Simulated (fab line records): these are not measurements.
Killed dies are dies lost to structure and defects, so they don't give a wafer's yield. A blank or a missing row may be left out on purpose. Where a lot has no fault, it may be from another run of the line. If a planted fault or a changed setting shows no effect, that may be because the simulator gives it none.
fab line records	flow sky130
[record] lots = 7	wafers = 21	lastDay = 49
route steps=708 shown VIA2@527 METAL3@532 CAPM@537
lots with no fault: from the same line, run without faults
startH: hours from the record's first day to the start of the lot's first wafer shown	waitH: how many hours have passed since the lot's step before this one	" as in the row above	L1.1+2: a row that stands for several wafers	- no value, or no start was given	* or withheld: withheld	< > ~ a bound
route shown NAME@n: NAME is a module with steps in the file, n the number in the route of the first one	usual: mean/standard deviation taken from wafers without a fault	same: alike in all rows	chamber/n: place in a boat	sites: per-site readings	_std_site: standard deviation across them	_edge_site: mean of outer sites minus mean of inner sites	radiusMm: how far each site lies from the wafer's centre	mask NAME#n: copy n	behind: the last tool/chamber to shape the wafer	hold: why the lot went on hold/how many hours it stayed there/how the hold came to an end	device: the transistor (n, p or np) that didn't switch	end of line: the tests these same wafers got at the end of their route	a step with no rows: only its recipe	killed: dies that structure and defects cost at the first sort, which is not the same as the wafer's yield	map: the dies of a wafer, with x for killed, . for not killed, _ for no die there
set.NAME: the run value of the setting; set.NAME@STEP: its run value at that earlier step	model.NAME: the simulator's own value behind a step, which no gauge read
certain route steps with their lots: each step a table, each wafer a row
services: from which hour (startH, from the record's first day; less than 0 if before it) a tool's chamber was out of use, for how many hours, and why
[[steps]]
[step SKY_VIA2_SPUTTER_20]
[recipe] material = TiN	targetThkNm = 20	chamberPressurePa = 5	powerW = 4000	timeS = 80
[step SKY_VIA2_CVD_21]
[recipe] material = W	targetThkNm = 420	timeS = 126.4	tempC = 400	pressureTorr = 40
[usual] chamberPressureTorr = 40.00/0.096	heaterPowerW = 908/92
lot.wafer	tool	chamber	startH	waitH	chamberPressureTorr	heaterPowerW
L823.1	cvdW-01	1	880.70	0.0	40.09	818
L823.5	"	0	"	"	39.98	953
L823.6	"	1	"	"	40.10	846
L830.1	cvdW-02	1	934.16	0.0	40.03	1025
L830.2	"	0	"	"	40.06	804
L830.5	"	0	"	"	39.91	824
L831.1	cvdW-01	1	939.22	0.0	39.99	826
L831.3	"	1	"	"	40.09	828
L831.4	"	1	"	"	40.13	842
L832.3	cvdW-02	1	948.55	0.1	39.92	1026
L832.5	"	0	"	"	39.88	801
L832.6	"	1	"	"	40.09	1051
L833.2	cvdW-01	0	955.31	0.0	39.90	951
L833.4	"	1	"	"	39.90	836
L833.5	"	0	"	"	39.83	972
L837.1	cvdW-02	1	972.94	0.0	40.01	1026
L837.2	"	0	"	"	39.96	838
L837.3	"	1	"	"	40.09	1041
L839.1	cvdW-02	0	991.75	0.0	40.06	839
L839.5	"	1	"	"	40.17	1012
L839.6	"	0	"	"	39.99	794
[step SKY_VIA2_RS_MEAS_22]
[recipe] thkMeasGauge = four-point-probe	reads = W_of_VIA2_CVD_21+TiN_of_VIA2_SPUTTER_20
[usual] VIA2_W_RS = 0.2721/0.0025
lot.wafer	tool	chamber	startH	waitH	VIA2_W_RS[ohm/sq]
L823.1	filmMetro-02	-	880.83	0.1	0.2721
L823.5	"	-	"	"	0.2714
L823.6	"	-	"	"	0.2748
L830.1	filmMetro-04	-	934.29	0.1	0.2740
L830.2	"	-	"	"	0.2738
L830.5	"	-	"	"	0.2720
L831.1	filmMetro-04	-	939.48	0.2	0.2715
L831.3	"	-	"	"	0.2752
L831.4	"	-	"	"	0.2753
L832.3	filmMetro-03	-	948.67	0.1	0.2698
L832.5	"	-	"	"	0.2740
L832.6	"	-	"	"	0.2678
L833.2	filmMetro-03	-	955.46	0.1	0.2673
L833.4	"	-	"	"	0.2736
L833.5	"	-	"	"	0.2674
L837.1	filmMetro-04	-	973.07	0.1	0.2691
L837.2	"	-	"	"	0.2695
L837.3	"	-	"	"	0.2683
L839.1	filmMetro-03	-	991.88	0.1	0.2729
L839.5	"	-	"	"	0.2724
L839.6	"	-	"	"	0.2699
[step SKY_VIA2_THK_MEAS_23]
[recipe] thkMeasGauge = xrf	reads = W_of_VIA2_CVD_21
[usual] VIA2_W_THK = 406/5.3
lot.wafer	tool	chamber	startH	waitH	VIA2_W_THK[nm]
L823.1	filmMetro-02	-	880.95	0.1	406
L823.5	"	-	"	"	407
L823.6	"	-	"	"	404
L830.1	filmMetro-04	-	934.41	0.1	399
L830.2	"	-	"	"	399
L830.5	"	-	"	"	402
L831.1	filmMetro-04	-	939.60	0.1	408
L831.3	"	-	"	"	401
L831.4	"	-	"	"	405
L832.3	filmMetro-03	-	948.77	0.1	409
L832.5	"	-	"	"	407
L832.6	"	-	"	"	417
L833.2	filmMetro-03	-	955.57	0.1	418
L833.4	"	-	"	"	407
L833.5	"	-	"	"	415
L837.1	filmMetro-04	-	973.19	0.1	410
L837.2	"	-	"	"	408
L837.3	"	-	"	"	411
L839.1	filmMetro-03	-	992.00	0.1	408
L839.5	"	-	"	"	409
L839.6	"	-	"	"	411
[step SKY_VIA2_CMP_24]
[recipe] stopOn = SiO2	tOverpolishS = 20	downForcePsi = 3.5	platenRpm = 60	targetThkNm = 0	padVelocityMS = 0.94248
[usual] headPressurePsi = 3.500/0.007	motorCurrentA = 11.2/0.94	overpolishRunS = 19.999/0.009	retainingRingPressureFrac = 1.001/0.0048	slurryFilterDpKPa = 13.52/0.13	timeToEndpointS = 102/4.3
lot.wafer	tool	chamber	startH	waitH	headPressurePsi	motorCurrentA	overpolishRunS	retainingRingPressureFrac	slurryFilterDpKPa	timeToEndpointS
L823.1	cmp-02	1	881.06	0.1	3.505	11.5	19.994	1.002	13.52	103
L823.6	"	0	"	"	3.494	12.8	20.003	0.997	13.39	95
L823.5	"	1	"	"	3.506	11.3	20.007	0.994	13.53	105
L830.1	cmp-02	3	934.47	0.1	3.502	12.3	19.985	0.995	13.29	97
L830.2	"	1	"	"	3.496	11.3	20.006	0.999	13.40	100
L830.5	"	3	"	"	3.497	11.8	20.002	1.006	13.72	98
L831.4	cmp-02	2	939.66	0.0	3.496	11.4	19.995	1.005	13.51	101
L831.3	"	3	"	"	3.512	11.7	19.993	1.001	13.23	98
L831.1	"	1	"	"	3.489	11.1	20.003	1.001	13.22	99
L832.3	cmp-01	1	949.11	0.3	3.502	11.7	19.986	1.008	13.61	107
L832.6	"	3	"	"	3.491	10.0	19.981	1.000	13.45	103
L832.5	"	0	"	"	3.510	10.0	20.007	1.003	13.54	105
L833.4	cmp-01	0	955.67	0.1	3.495	10.3	19.990	0.997	13.45	108
L833.2	"	1	"	"	3.517	12.3	19.990	1.005	13.48	104
L833.5	"	3	"	"	3.505	9.7	20.006	1.010	13.41	103
L837.3	cmp-02	3	973.30	0.1	3.512	11.8	20.009	1.007	13.29	96
L837.2	"	0	"	"	3.501	12.5	19.996	0.999	13.55	89
L837.1	"	1	"	"	3.496	11.5	20.006	1.009	13.67	98
L839.1	cmp-02	1	992.11	0.1	3.508	11.8	20.004	0.996	13.40	100
L839.5	"	0	"	"	3.507	12.6	20.004	1.000	13.38	94
L839.6	"	1	"	"	3.498	11.2	20.007	0.998	13.54	102
[step SKY_METAL3_SPUTTER_00]
[recipe] material = Ti	targetThkNm = 15	powerW = 3000	timeS = 10	chamberPressurePa = 0.4
[usual] cathodeDcPowerW = 3000.0/0.54	chamberPressurePa = 0.4001/0.00083	throttleValvePct = 29.8/1.1
lot.wafer	tool	chamber	startH	waitH	cathodeDcPowerW	chamberPressurePa	throttleValvePct
L823.1	pvdSputter-03	-	881.31	0.2	3000.0	0.4004	32.0
L823.5	"	-	"	"	3000.4	0.4000	31.5
L823.6	"	-	"	"	3000.8	0.4009	29.0
L830.1	pvdSputter-01	-	934.77	0.2	3000.6	0.4008	30.0
L830.2	"	-	"	"	2999.9	0.3996	28.9
L830.5	"	-	"	"	2999.1	0.4011	28.8
L831.1	pvdSputter-03	-	939.96	0.1	2999.6	0.4000	32.0
L831.3	"	-	"	"	2999.3	0.3991	28.8
L831.4	"	-	"	"	3001.3	0.3993	29.6
L832.3	pvdSputter-04	-	949.31	0.1	2999.6	0.3995	29.1
L832.5	"	-	"	"	3000.7	0.4018	30.2
L832.6	"	-	"	"	2999.1	0.4006	29.2
L833.2	pvdSputter-04	-	955.92	0.1	3000.1	0.4009	31.1
L833.4	"	-	"	"	3000.8	0.4005	30.2
L833.5	"	-	"	"	3000.0	0.4007	31.2
L837.1	pvdSputter-01	-	973.55	0.1	2999.6	0.3999	29.2
L837.2	"	-	"	"	2999.6	0.4015	29.6
L837.3	"	-	"	"	2999.7	0.4007	29.0
L839.1	pvdSputter-03	-	992.36	0.2	2999.6	0.3989	29.8
L839.5	"	-	"	"	3000.6	0.3992	29.6
L839.6	"	-	"	"	2999.0	0.4011	32.3
[step SKY_METAL3_SPUTTER_01]
[recipe] material = TiN	targetThkNm = 20	powerW = 6500	timeS = 16.7	chamberPressurePa = 0.4
[step SKY_METAL3_SPUTTER_02]
[recipe] material = AlCu	targetThkNm = 735	powerW = 10600	timeS = 39.1	chamberPressurePa = 0.4
[step SKY_METAL3_SPUTTER_03]
[recipe] material = Ti	targetThkNm = 5	powerW = 3000	timeS = 3.3	chamberPressurePa = 0.4
[step SKY_METAL3_SPUTTER_04]
[recipe] material = TiN	targetThkNm = 70	powerW = 6500	timeS = 58.3	chamberPressurePa = 0.4
[usual] cathodeDcPowerW = 6500.1/1.2	chamberPressurePa = 0.4000/0.00086	throttleValvePct = 29.8/1.1
lot.wafer	tool	chamber	startH	waitH	cathodeDcPowerW	chamberPressurePa	throttleValvePct
L823.1	pvdSputter-03	-	881.42	0.0	6499.6	0.4019	32.1
L823.5	"	-	"	"	6500.5	0.4000	31.7
L823.6	"	-	"	"	6500.5	0.4009	28.8
L830.1	pvdSputter-01	-	934.88	0.0	6499.1	0.3994	29.5
L830.2	"	-	"	"	6499.6	0.4007	29.1
L830.5	"	-	"	"	6499.6	0.4000	28.8
L831.1	pvdSputter-03	-	940.06	0.0	6500.9	0.4013	32.2
L831.3	"	-	"	"	6499.1	0.4006	28.6
L831.4	"	-	"	"	6501.2	0.4013	29.5
L832.3	pvdSputter-04	-	949.41	0.0	6499.8	0.3999	29.0
L832.5	"	-	"	"	6497.9	0.3993	30.0
L832.6	"	-	"	"	6501.7	0.4002	29.3
L833.2	pvdSputter-04	-	956.02	0.0	6499.1	0.4007	30.7
L833.4	"	-	"	"	6499.7	0.4022	30.1
L833.5	"	-	"	"	6500.0	0.4008	31.0
L837.1	pvdSputter-01	-	973.65	0.0	6499.9	0.3998	29.1
L837.2	"	-	"	"	6501.3	0.4004	29.5
L837.3	"	-	"	"	6500.9	0.4000	28.8
L839.1	pvdSputter-03	-	992.47	0.0	6499.2	0.4000	29.7
L839.5	"	-	"	"	6498.6	0.3997	29.4
L839.6	"	-	"	"	6502.7	0.4000	32.2
[step SKY_CAPM_CVD_00]
[recipe] material = SiO2	targetThkNm = 15.5	tempC = 400	timeS = withheld	rfW = 450
[step SKY_CAPM_THK_MEAS_01]
[recipe] reads = SiO2_of_CAPM_CVD_00
[usual] CAPM_CVD_00_THK = 15.50/0.23
lot.wafer	tool	chamber	startH	waitH	CAPM_CVD_00_THK[nm]
L823.1	filmMetro-01	-	881.49	-	15.28
L823.5	"	-	"	"	15.63
L823.6	"	-	"	"	15.59
L830.1	filmMetro-01	-	934.96	-	15.28
L830.2	"	-	"	"	15.75
L830.5	"	-	"	"	15.90
L831.1	filmMetro-02	-	940.14	-	15.64
L831.3	"	-	"	"	15.57
L831.4	"	-	"	"	15.71
L832.3	filmMetro-03	-	949.50	-	15.47
L832.5	"	-	"	"	15.51
L832.6	"	-	"	"	15.63
L833.2	filmMetro-03	-	956.10	-	15.24
L833.4	"	-	"	"	15.79
L833.5	"	-	"	"	15.72
L837.1	filmMetro-03	-	973.72	-	15.56
L837.2	"	-	"	"	15.18
L837.3	"	-	"	"	15.49
L839.1	filmMetro-02	-	992.54	-	15.02
L839.5	"	-	"	"	15.33
L839.6	"	-	"	"	15.49
[step SKY_CAPM_SPUTTER_02]
[recipe] material = TiN	targetThkNm = 200	tempC = 300	powerW = 6500	timeS = 166.7	chamberPressurePa = 0.4
[usual] cathodeDcPowerW = 6500.0/1.4	chamberPressurePa = 0.4000/0.00081	throttleValvePct = 30.2/0.92
lot.wafer	tool	chamber	startH	waitH	cathodeDcPowerW	chamberPressurePa	throttleValvePct
L823.1	pvdSputter-02	-	881.55	0.1	6499.6	0.3992	31.2
L823.5	"	-	"	"	6499.1	0.3992	31.0
L823.6	"	-	"	"	6499.0	0.3992	29.9
L830.1	pvdSputter-03	-	935.02	0.1	6501.1	0.3993	31.5
L830.2	"	-	"	"	6501.1	0.3996	31.9
L830.5	"	-	"	"	6499.6	0.3998	31.4
L831.1	pvdSputter-02	-	940.20	0.1	-	-	-
L831.3	"	-	"	"	-	-	-
L831.4	"	-	"	"	-	-	-
L832.3	pvdSputter-02	-	949.54	0.0	-	-	-
L832.5	"	-	"	"	-	-	-
L832.6	"	-	"	"	-	-	-
L833.2	pvdSputter-02	-	956.15	0.0	-	-	-
L833.4	"	-	"	"	-	-	-
L833.5	"	-	"	"	-	-	-
L837.1	pvdSputter-02	-	973.78	0.1	6501.5	0.4008	31.2
L837.2	"	-	"	"	6500.6	0.4003	30.8
L837.3	"	-	"	"	6500.3	0.3994	29.8
L839.1	pvdSputter-02	-	992.60	0.1	6500.3	0.4006	30.9
L839.5	"	-	"	"	6500.8	0.3987	29.8
L839.6	"	-	"	"	6499.4	0.3985	31.5
[step SKY_CAPM_RS_MEAS_03]
[recipe] thkMeasGauge = four-point-probe	reads = TiN_of_CAPM_SPUTTER_02
[usual] CAPM_TIN_RS = 6.89/0.083
lot.wafer	tool	chamber	startH	waitH	CAPM_TIN_RS[ohm/sq]
L823.1	filmMetro-03	-	881.66	0.1	7.04
L823.5	"	-	"	"	7.04
L823.6	"	-	"	"	7.11
L830.1	filmMetro-03	-	935.13	0.1	6.79
L830.2	"	-	"	"	6.88
L830.5	"	-	"	"	6.73
L831.1	filmMetro-01	-	940.31	0.1	-
L831.3	"	-	"	"	-
L831.4	"	-	"	"	-
L832.3	filmMetro-02	-	949.69	0.1	-
L832.5	"	-	"	"	-
L832.6	"	-	"	"	-
L833.2	filmMetro-03	-	956.28	0.1	-
L833.4	"	-	"	"	-
L833.5	"	-	"	"	-
L837.1	filmMetro-02	-	973.89	0.1	6.86
L837.2	"	-	"	"	6.82
L837.3	"	-	"	"	6.89
L839.1	filmMetro-01	-	992.71	0.1	6.85
L839.5	"	-	"	"	6.87
L839.6	"	-	"	"	6.79
[step SKY_CAPM_THK_MEAS_04]
[recipe] thkMeasGauge = xrf	reads = TiN_of_CAPM_SPUTTER_02
[usual] CAPM_TIN_THK = 201.2/2.6
lot.wafer	tool	chamber	startH	waitH	CAPM_TIN_THK[nm]
L823.1	filmMetro-03	-	881.78	0.1	195.9
L823.5	"	-	"	"	196.9
L823.6	"	-	"	"	194.4
L830.1	filmMetro-03	-	935.25	0.1	203.8
L830.2	"	-	"	"	200.9
L830.5	"	-	"	"	205.3
L831.1	filmMetro-01	-	940.43	0.1	<0.0
L831.3	"	-	"	"	<0.0
L831.4	"	-	"	"	<0.0
L832.3	filmMetro-02	-	949.79	0.1	<0.0
L832.5	"	-	"	"	<0.0
L832.6	"	-	"	"	<0.0
L833.2	filmMetro-03	-	956.39	0.1	<0.0
L833.4	"	-	"	"	<0.0
L833.5	"	-	"	"	<0.0
L837.1	filmMetro-02	-	974.01	0.1	200.2
L837.2	"	-	"	"	200.3
L837.3	"	-	"	"	199.5
L839.1	filmMetro-01	-	992.83	0.1	203.6
L839.5	"	-	"	"	203.5
L839.6	"	-	"	"	205.1
[step SKY_CAPM_DEHYDRATE_05]
[recipe] tempC = 200	timeS = 60
[step SKY_CAPM_HMDS_06]
[recipe] primeTimeS = 60	primeTempC = 120
[step SKY_CAPM_COAT_07]
[recipe] resist = NOVOLAK	spinRpm = 3000	resistThkNm = 1140
[step SKY_CAPM_SOFTBAKE_08]
[recipe] tempC = 90	timeS = 60	resist = NOVOLAK
[step SKY_CAPM_EXPOSE_09]
[recipe] maskId = CAPM	na = 0.6	sourceShape = conventional	sigmaOuter = 0.6	polarization = unpolarized	targetCdNm = 1000	doseMj = 159
[step SKY_CAPM_PEB_10]
[recipe] tempC = withheld	timeS = *	resist = NOVOLAK
[step SKY_CAPM_DEVELOP_11]
[recipe] resist = NOVOLAK	developer = TMAH	developTimeS = 60	devTempC = 23
[step SKY_CAPM_OVL_MEAS_12]
[usual] CAPM_OVL = 1.3/1.3
lot.wafer	tool	chamber	startH	waitH	CAPM_OVL[nm]
L823.1	overlay-01	-	906.77	0.1	-0.1
L823.5	"	-	"	"	-0.6
L823.6	"	-	"	"	0.6
L830.1	overlay-01	-	959.40	0.1	2.2
L830.2	"	-	"	"	1.1
L830.5	"	-	"	"	0.5
L831.1	overlay-02	-	964.05	0.1	2.9
L831.3	"	-	"	"	2.4
L831.4	"	-	"	"	1.8
L832.3	overlay-01	-	972.33	0.1	0.4
L832.5	"	-	"	"	1.9
L832.6	"	-	"	"	1.4
L833.2	overlay-02	-	980.12	0.1	3.2
L833.4	"	-	"	"	2.7
L833.5	"	-	"	"	3.0
L837.1	overlay-01	-	998.79	0.1	1.2
L837.2	"	-	"	"	3.2
L837.3	"	-	"	"	1.4
L839.1	overlay-01	-	1015.19	0.1	-0.7
L839.5	"	-	"	"	0.8
L839.6	"	-	"	"	1.2
[step SKY_CAPM_METAL_ETCH_13]
[recipe] targetDepthNm = 220	stopOn = SiO2	chemistry = Cl2/BCl3	target = TiN	pressureMtorr = 10	icpW = 900	biasW = 48.5	Cl2_flow_sccm = 60	bcl3FlowSccm = 30	timeS = 62.9
[usual] chamberPressureMTorr = 9.999/0.0082	drypumpMotorCurrentA = 5.4/0.59	mfcCl2Sccm = 60.00/0.17	oesProductAu = 0.943/0.008	rfFwdPowerW = 893.4/2.8	throttleValvePct = 21.902/0.0099
lot.wafer	tool	chamber	startH	waitH	chamberPressureMTorr	drypumpMotorCurrentA	mfcCl2Sccm	oesProductAu	rfFwdPowerW	rfHoursCounterH	throttleValvePct
L823.1	rieMetal-01	0	906.80	0.0	9.989	4.9	60.14	0.935	897.1	9	21.914
L823.5	"	1	"	"	10.000	6.1	59.83	0.934	891.6	-	21.911
L823.6	"	0	"	"	10.014	4.9	59.98	0.923	895.4	-	21.900
L830.1	rieMetal-04	1	959.43	0.0	9.999	5.7	60.09	0.953	893.1	4	21.899
L830.2	"	0	"	"	9.993	4.6	59.98	0.948	893.1	16	21.918
L830.5	"	1	"	"	9.991	5.7	59.80	0.957	890.9	-	21.898
L831.1	rieMetal-02	1	964.08	0.0	10.005	6.1	59.77	0.377	894.0	3	22.267
L831.3	"	0	"	"	9.991	5.5	60.24	0.381	900.9	-	22.261
L831.4	"	1	"	"	9.986	6.1	59.74	0.373	893.9	-	22.271
L832.3	rieMetal-01	1	972.38	0.0	9.990	6.1	60.07	0.372	891.9	-	22.271
L832.5	"	1	"	"	10.003	6.1	59.87	0.383	891.2	-	22.258
L832.6	"	0	"	"	9.999	4.9	59.96	0.379	896.9	-	22.268
L833.2	rieMetal-02	0	980.15	0.0	9.997	5.5	59.84	0.372	897.2	18	22.274
L833.4	"	1	"	"	10.010	6.1	60.31	0.376	889.1	-	22.264
L833.5	"	0	"	"	10.001	5.5	59.94	0.379	893.9	-	22.268
L837.1	rieMetal-04	1	998.83	0.0	10.007	5.7	59.93	0.941	893.3	6	21.895
L837.2	"	0	"	"	9.988	4.6	59.96	0.939	890.9	18	21.916
L837.3	"	1	"	"	10.011	5.7	60.05	0.950	889.9	-	21.918
L839.1	rieMetal-01	0	1015.23	0.0	9.993	4.9	59.69	0.948	896.0	14	21.900
L839.5	"	0	"	"	9.983	4.9	59.91	0.935	899.0	-	21.902
L839.6	"	1	"	"	10.019	6.1	60.02	0.952	893.6	-	21.898
[step SKY_CAPM_STRIP_14]
[recipe] chemistry = O2/N2	powerW = 1400	pressureMtorr = 1500	platenTempC = withheld	o2FlowSccm = 3000	n2FlowSccm = 300	overashFraction = 0.5
[usual] chamberPressureMTorr = 1499.9/1.2	drypumpMotorCurrentA = 5.9/0.59	oesProductAu = 0.710/0.0047	stripTimeToEndpointS = 12.63/0.048
lot.wafer	tool	chamber	startH	waitH	chamberPressureMTorr	drypumpMotorCurrentA	oesProductAu	rfHoursCounterH	stripTimeToEndpointS
L823.1	plasmaAsher-01	1	906.88	0.1	1499.2	6.5	0.712	46	12.66
L823.5	"	1	"	"	1500.3	6.5	0.706	-	12.63
L823.6	"	0	"	"	1501.2	5.6	0.702	-	12.68
L830.1	plasmaAsher-01	0	959.51	0.1	1498.9	5.6	0.709	52	12.73
L830.2	"	1	"	"	1500.8	6.4	0.706	52	12.66
L830.5	"	1	"	"	1499.9	6.5	0.709	-	12.69
L831.1	plasmaAsher-02	1	964.16	0.1	1498.1	6.5	0.709	117	12.57
L831.3	"	1	"	"	1500.4	6.6	0.701	-	12.56
L831.4	"	0	"	"	1499.9	5.3	0.714	-	12.61
L832.3	plasmaAsher-02	1	972.46	0.1	1500.4	6.6	0.708	-	12.60
L832.5	"	0	"	"	1500.9	5.3	0.718	-	12.59
L832.6	"	1	"	"	1497.4	6.7	0.705	-	12.61
L833.2	plasmaAsher-02	1	980.23	0.1	1498.7	6.6	0.709	119	12.58
L833.4	"	1	"	"	1498.1	6.6	0.707	-	12.63
L833.5	"	1	"	"	1501.1	6.6	0.704	-	12.58
L837.1	plasmaAsher-01	1	998.91	0.1	1500.2	6.4	0.705	55	12.62
L837.2	"	0	"	"	1500.5	5.6	0.702	55	12.57
L837.3	"	1	"	"	1499.3	6.5	0.716	-	12.65
L839.1	plasmaAsher-02	1	1015.31	0.1	1498.3	6.7	0.714	123	12.69
L839.5	"	0	"	"	1500.6	5.3	0.707	-	12.68
L839.6	"	1	"	"	1500.7	6.6	0.708	-	12.60
[[services]]
tool	chamber	startH	hours	kind
pvdSputter-02	-	857.42	0.7	repair
plasmaAsher-01	-	868.07	1.5	repair
pvdSputter-04	-	869.55	6.5	repair
cvdW-02	-	870.99	1.2	repair
pvdSputter-01	-	876.32	5.7	repair
cmp-02	-	883.09	3.8	pm
plasmaAsher-01	-	885.54	10.4	repair
cvdW-02	-	904.00	14.0	pm
cvdW-01	-	904.81	1.4	repair
cmp-02	-	908.97	5.1	repair
plasmaAsher-01	-	909.22	1.1	repair
cvdW-01	-	909.97	0.6	repair
pvdSputter-02	-	913.96	2.0	repair
cmp-02	-	914.05	4.0	pm
pvdSputter-04	-	931.35	1.4	repair
cvdW-01	0	938.88	2.7	repair
pvdSputter-03	-	948.12	3.5	repair
pvdSputter-03	-	955.13	5.2	repair
cmp-02	-	975.61	1.3	repair
cvdW-02	1	980.14	9.8	repair
pvdSputter-03	-	987.20	4.1	repair
pvdSputter-02	-	990.04	1.2	repair
pvdSputter-01	-	1006.70	2.5	repair
pvdSputter-03	-	1010.32	1.1	repair
[[key]]
[firstSign] step = SKY_CAPM_SPUTTER_02	reading = toolRecord	direction = missing
[effect] step = SKY_CAPM_RS_MEAS_03	reading = CAPM_TIN_RS	direction = missing
[effect] step = SKY_CAPM_THK_MEAS_04	reading = CAPM_TIN_THK	direction = down	sigmas = 77	usual = 201.2	struck = <0.0
[effect] step = SKY_CAPM_METAL_ETCH_13	reading = oesProductAu	direction = down	sigmas = 71	usual = 0.943	struck = 0.377
metAt SKY_CAPM_SPUTTER_02
struckWafers L831.1,L831.3,L831.4,L832.3,L832.5,L832.6,L833.2,L833.4,L833.5
laterRowsLeftOut L831.1,L831.3,L831.4,L832.3,L832.5,L832.6,L833.2,L833.4,L833.5
sortLeftOut L831.1,L831.3,L831.4,L832.3,L832.5,L832.6,L833.2,L833.4,L833.5
onsetBetween 881.55 940.20
[fault] kind = skippedStepWhole	tool = pvdSputter-02	chamber = -	onsetH = 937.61	steps = SKY_CAPM_SPUTTER_02	scope = struckLotsOnly
// sortLeftOut: the simulated sort isn't trusted on such a fault, so these wafers' sort isn't shown, and their yield isn't known
// laterRowsLeftOut: the simulator's readings of these wafers behind a module that went badly wrong aren't trusted and aren't shown, but for the sort
